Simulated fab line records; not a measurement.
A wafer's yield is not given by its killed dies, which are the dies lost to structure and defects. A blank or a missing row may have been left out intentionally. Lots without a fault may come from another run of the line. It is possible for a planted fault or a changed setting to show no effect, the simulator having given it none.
Matching of chambers | flow sfq_line | 4 sister chambers for SFQ_TRILAYER_I3_CMP_CMP_082 on cmp-02
The step polishes SiO2. 4 wafers are shown with their chamber, then 7 later ones without.

== EACH WAFER AND ITS CHAMBER ==
wafer  | chamber | motor_current_A (A)
L531.1 | 3       | 7.8
L531.5 | 0       | 10.4
L542.1 | 2       | 9.7
L542.4 | 1       | 10.2

== WAFERS MISSING THEIR CHAMBER ==
wafer  | motor_current_A (A)
L542.5 | 11.4
L546.3 | 7.4
L546.4 | 11.4
L546.5 | 10.9
L548.2 | 10.3
L548.3 | 10.0
L548.6 | 11.2

== THE CHAMBER EACH PASSED THROUGH ==
wafer  | from the rows above          | in truth
L542.5 | can't be placed: 0 or 1 or 2 | 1
L546.3 | 3                            | 3
L546.4 | can't be placed: 0 or 1 or 2 | 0
L546.5 | can't be placed: 0 or 1 or 2 | 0
L548.2 | can't be placed: 0 or 1 or 2 | 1
L548.3 | can't be placed: 1 or 2 or 0 | 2
L548.6 | can't be placed: 0 or 1 or 2 | 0
Correct placement for 1 of the 7. Can't be placed from these rows: 6 (the true chamber is among the candidates in 6). Wrongly placed: 0.
How it was worked out, from the rows above alone: a wafer's distance from a chamber is the root of the sum, over the readings, of the square of ((its reading less the chamber's mean) divided by the reading's scatter). If the next closest chamber is less than 2 further off than the closest, the wafer can't be placed; otherwise it belongs to the closest. The mean given for a chamber averages the wafers shown for that chamber. The scatter (one wafer shown for each chamber): square how far every hidden wafer sits from the nearest shown wafer, average those squares and take the square root.
